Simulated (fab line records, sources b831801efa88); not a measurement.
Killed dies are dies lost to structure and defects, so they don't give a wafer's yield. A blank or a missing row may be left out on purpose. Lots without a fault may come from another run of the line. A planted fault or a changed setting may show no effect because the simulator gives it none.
fab line records | flow sfq_line
record lots=13 wafers=39 last_day=75
route steps=325 shown L0@4 I3@134 I6@269 I7@296
lots that met no fault: from a run of the same line without faults
start_h: hours from the record's first day to the start of the lot's first wafer shown | wait_h: hours since the lot's step before | " the same as in the row above | L1.1+2: a row that stands for several wafers | - no value, or no start given | * or withheld: withheld | < > ~ a bound
route shown NAME@n: a module of which the file shows steps, and the number in the route of the first | usual: mean/standard deviation of fault-free wafers | same: alike in all rows | chamber/n: place in a boat | sites: the reading at each site | _std_site: their standard deviation | _edge_site: outer sites' mean less inner sites' | radius_mm: how far each site lies from the wafer's centre | mask NAME#n: copy n | behind: the tool/chamber that last shaped the wafer | hold: why the lot was held/for how many hours/how that ended | device: the transistor (n, p or np) that didn't switch | end of line: the same wafers' tests at the end of the route | a step without rows: its recipe alone | killed: dies lost to structure and defects at the first sort, not the wafer's yield | map: a wafer's dies, x killed, . not, _ none there
set.NAME: the setting as run; set.NAME@STEP: as run at that earlier step | model.NAME: the simulator's own value behind a step, which no gauge read
steps of the route over a sample of lots; a table a step, a row a wafer
services: from which hour (start_h, from the record's first day; less than 0 if before it) a tool's chamber was out of use, for how many hours, and why
## steps
# step SFQ_L0_RS_MEAS_901
# recipe thk_meas_gauge=four-point-probe reads=MoNx_KI_of_TRILAYER_L0_DEP_SPUTTER_003
# usual L0_MONX_KI_RS=43.3/0.48
# columns lot.wafer tool chamber start_h wait_h L0_MONX_KI_RS[ohm/sq]
L518.3 film_metro-04 - 12.60 0.1 43.8
L518.4 " - " " 43.7
L518.5 " - " " 43.4
L519.4 film_metro-03 - 17.62 0.1 43.9
L519.5 " - " " 43.3
L519.6 " - " " 43.4
L520.1 film_metro-04 - 22.56 0.0 42.7
L520.2 " - " " 42.7
L520.3 " - " " 43.2
L521.1 film_metro-04 - 27.56 0.0 42.8
L521.3 " - " " 43.2
L521.6 " - " " 42.9
L527.1 film_metro-03 - 57.56 0.0 42.7
L527.3 " - " " 42.5
L527.6 " - " " 43.0
L531.2 film_metro-01 - 77.58 0.1 42.9
L531.4 " - " " 42.9
L531.6 " - " " 43.0
L532.2 film_metro-03 - 82.58 0.1 43.6
L532.4 " - " " 44.2
L532.5 " - " " 43.5
L533.1 film_metro-03 - 87.56 0.0 43.7
L533.4 " - " " 43.3
L533.6 " - " " 43.6
L535.1 film_metro-03 - 97.56 0.0 42.3
L535.3 " - " " 43.0
L535.5 " - " " 42.9
L537.2 film_metro-04 - 107.58 0.1 43.2
L537.3 " - " " 43.2
L537.4 " - " " 43.0
L539.1 film_metro-04 - 117.56 0.0 42.7
L539.3 " - " " 43.2
L539.6 " - " " 43.1
L540.1 film_metro-04 - 122.56 0.0 42.8
L540.4 " - " " 43.7
L540.5 " - " " 43.1
L541.1 film_metro-01 - 127.56 0.0 42.7
L541.2 " - " " 43.0
L541.3 " - " " 42.9
# step SFQ_TRILAYER_I3_CMP_CMP_082
# recipe material=SiO2 down_force_psi=3 platen_rpm=60 pad_velocity_m_s=0.94248
# usual motor_current_A=10.6/0.97 slurry_flow_ml_min=150.0/0.47 time_to_endpoint_s=218/6.5
# columns lot.wafer tool chamber start_h wait_h motor_current_A slurry_flow_ml_min time_to_endpoint_s
L518.3 cmp-01 3 672.44 18.6 12.0 150.4 217
L518.4 " 0 " " 11.2 150.6 217
L518.5 " 2 673.94 20.0 9.0 149.5 216
L519.4 cmp-01 0 683.94 16.8 11.0 149.7 209
L519.5 " 0 685.94 18.8 11.1 149.3 209
L519.6 " 1 " " 10.2 150.0 213
L520.2 cmp-02 1 700.33 18.9 10.3 149.9 222
L520.1 " 2 " " 10.6 150.1 213
L520.3 " 0 701.83 20.4 11.1 150.0 219
L521.3 cmp-02 1 706.33 19.1 9.6 150.6 207
L521.1 " 0 707.83 20.6 11.0 150.4 218
L521.6 " 1 " " 10.9 149.8 216
L527.3 cmp-01 3 754.19 15.8 12.1 149.8 207
L527.1 " 1 755.19 16.8 10.0 149.2 208
L527.6 " 0 756.69 18.3 10.7 149.7 212
L531.4 cmp-01 2 824.18 14.9 10.1 150.3 224
L531.2 " 0 825.18 15.9 10.6 150.5 217
L531.6 " 1 " " 9.9 151.1 222
L532.2 cmp-02 0 832.33 13.5 11.4 149.5 216
L532.4 " 1 " " 10.5 150.4 223
L532.5 " 1 834.83 15.9 10.7 150.6 214
L533.4 cmp-01 1 833.68 13.6 9.6 149.6 217
L533.1 " 2 " " 9.6 149.6 217
L533.6 " 0 835.18 15.1 11.2 149.9 225
L535.3 cmp-02 0 859.83 21.8 11.7 150.0 225
L535.1 " 2 860.83 22.8 10.4 150.6 220
L535.5 " 0 861.83 23.7 11.5 149.3 230
L537.4 cmp-01 1 877.68 21.8 9.8 150.6 217
L537.2 " 2 " " 9.6 149.2 204
L537.3 " 0 879.18 23.3 10.1 148.8 215
L539.3 cmp-01 3 901.68 23.3 12.2 150.3 222
L539.1 " 1 902.68 24.3 10.3 149.4 211
L539.6 " 3 903.68 25.3 12.2 151.0 224
L540.4 cmp-01 0 910.68 16.1 10.6 150.6 219
L540.1 " 3 912.18 17.7 12.6 150.3 223
L540.5 " 1 913.18 18.6 10.2 149.6 217
L541.3 cmp-02 1 923.64 14.7 10.5 149.8 208
L541.2 " 2 " " 10.7 149.9 209
L541.1 " 3 " " 9.5 150.1 214
# step SFQ_TRILAYER_I6_METRO_MEASURE_167
# usual thk_nm=200.7/1.1
# columns lot.wafer tool chamber start_h wait_h thk_nm
L518.3 film_metro-04 - 1261.04 0.5 201.4
L518.4 " - " " 203.1
L518.5 " - " " 202.1
L519.4 film_metro-04 - 1275.84 0.6 202.7
L519.5 " - " " 201.7
L519.6 " - " " 202.0
L520.1 film_metro-01 - 1279.61 0.1 202.7
L520.2 " - " " 201.6
L520.3 " - " " 203.0
L521.1 film_metro-02 - 1309.81 0.1 202.3
L521.3 " - " " 201.1
L521.6 " - " " 201.6
L527.1 film_metro-04 - 1342.77 0.1 199.2
L527.3 " - " " 199.8
L527.6 " - " " 200.4
L531.2 film_metro-01 - 1441.41 0.3 199.7
L531.4 " - " " 199.7
L531.6 " - " " 200.6
L532.2 film_metro-01 - 1444.41 0.3 200.2
L532.4 " - " " 200.1
L532.5 " - " " 200.0
L533.1 film_metro-02 - 1447.21 0.1 200.0
L533.4 " - " " 200.2
L533.6 " - " " 199.1
L535.1 film_metro-04 - 1456.21 0.1 200.8
L535.3 " - " " 200.1
L535.5 " - " " 200.1
L537.2 film_metro-01 - 1487.89 0.3 201.9
L537.3 " - " " 200.9
L537.4 " - " " 200.6
L539.1 film_metro-04 - 1510.43 0.1 200.7
L539.3 " - " " 199.8
L539.6 " - " " 199.7
L540.1 film_metro-04 - 1523.73 0.1 200.7
L540.4 " - " " 201.5
L540.5 " - " " 199.8
L541.1 film_metro-02 - 1550.02 0.1 201.2
L541.2 " - " " 201.4
L541.3 " - " " 201.4
# step SFQ_TRILAYER_I7_DEP_PECVD_183
# recipe material=SiO2 temp_c=150 time_s=111.11 pressure_torr=2.4 rf_w=183.3 precursor=SiH4/N2O target_thk_nm=500
# usual heater_power_w=79/9.9 rf_fwd_power_W=182.3/0.67 throttle_valve_pct=24.5/1.4
# columns lot.wafer tool chamber start_h wait_h heater_power_w rf_fwd_power_W throttle_valve_pct
L518.3 pecvd-01 2 1511.02 0.0 72 182.2 25.1
L518.4 " 0 " " 78 182.6 25.9
L518.5 " 1 " " 74 182.1 24.2
L519.4 pecvd-03 0 1521.06 0.0 93 182.0 23.7
L519.5 " 1 " " 75 183.1 26.5
L519.6 " 2 " " 93 181.8 25.3
L520.1 pecvd-04 2 1525.82 0.0 62 182.5 22.4
L520.2 " 1 " " 78 182.8 24.3
L520.3 " 0 " " 77 183.4 23.4
L521.1 pecvd-04 1 1551.02 0.0 86 182.5 24.1
L521.3 " 0 " " 80 183.3 23.5
L521.6 " 0 " " 80 183.0 23.3
L527.1 pecvd-01 2 1577.72 0.0 76 181.7 25.3
L527.3 " 1 " " 73 183.0 24.3
L527.6 " 0 " " 68 182.6 26.2
L531.2 pecvd-04 1 1585.74 0.0 87 182.4 23.9
L531.4 " 1 " " 75 182.6 24.2
L531.6 " 0 " " 89 153.4 23.7
L532.2 pecvd-03 1 1587.24 0.0 73 182.7 26.9
L532.4 " 0 " " 92 181.8 23.7
L532.5 " 2 " " 94 181.6 25.1
L533.1 pecvd-01 2 1588.27 0.0 77 181.9 25.3
L533.4 " 1 " " 66 182.0 24.6
L533.6 " 0 " " 83 182.1 26.5
L535.1 pecvd-03 2 1590.67 0.0 99 181.3 24.8
L535.3 " 0 " " 89 180.9 23.5
L535.5 " 2 " " 99 181.5 25.1
L537.2 pecvd-03 0 1607.85 0.0 98 181.3 23.5
L537.3 " 2 " " 86 181.3 24.9
L537.4 " 1 " " 72 182.5 26.9
L539.1 pecvd-01 0 1706.64 0.0 79 182.4 26.8
L539.3 " 1 " " 78 181.7 24.8
L539.6 " 0 " " 80 182.6 27.1
L540.1 pecvd-03 0 1710.24 0.0 96 181.1 22.4
L540.4 " 0 " " 80 181.2 22.3
L540.5 " 2 " " 83 181.4 23.7
L541.1 pecvd-04 1 1719.70 0.0 89 182.6 24.8
L541.2 " 0 " " 73 183.1 24.0
L541.3 " 2 " " 61 182.6 22.7
## services
# columns tool chamber start_h hours kind
film_metro-04 - 685.57 0.4 pm
cmp-01 - 731.94 6.2 pm
cmp-01 - 750.19 4.0 pm
film_metro-04 - 751.81 0.7 pm
cmp-01 - 766.19 6.3 pm
film_metro-04 - 800.81 0.6 pm
cmp-01 - 810.10 1.6 repair
film_metro-04 - 930.57 1.8 pm
film_metro-04 - 996.81 0.9 pm
cmp-01 - 1039.54 0.4 repair
cmp-01 - 1090.99 4.0 pm
cmp-01 - 1112.99 5.3 pm
cmp-01 - 1116.78 2.6 repair
cmp-01 - 1171.88 1.2 repair
cmp-01 - 1185.87 1.2 repair
cmp-01 - 1235.65 0.5 repair
cmp-01 - 1308.88 10.0 pm
cmp-01 - 1343.23 2.9 repair
cmp-01 - 1391.25 1.7 repair
cmp-01 - 1413.44 0.3 repair
cmp-01 - 1421.20 4.5 pm
cmp-01 - 1431.68 4.0 pm
cmp-01 - 1467.92 5.3 pm
cmp-01 - 1490.27 1.3 repair
## key
first_sign step=SFQ_TRILAYER_I7_DEP_PECVD_183 reading=rf_fwd_power_W direction=down sigmas=43 usual=182.3 struck=153.4
effect none on later readings
met_at SFQ_TRILAYER_I7_DEP_PECVD_183
struck_lots L531
struck_wafers L531.6
not_acting_at SFQ_L0_RS_MEAS_901,SFQ_TRILAYER_I3_CMP_CMP_082,SFQ_TRILAYER_I6_METRO_MEASURE_167
onset_between 1551.02 1585.74
fault kind=process_parameter_drift tool=pecvd-04 chamber=0 onset_h=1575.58 steps=SFQ_TRILAYER_I7_DEP_PECVD_183 channel=rf_w offset=-29.328 shape=step end_h=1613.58 acts_in=these_recipes_only stated=183.3
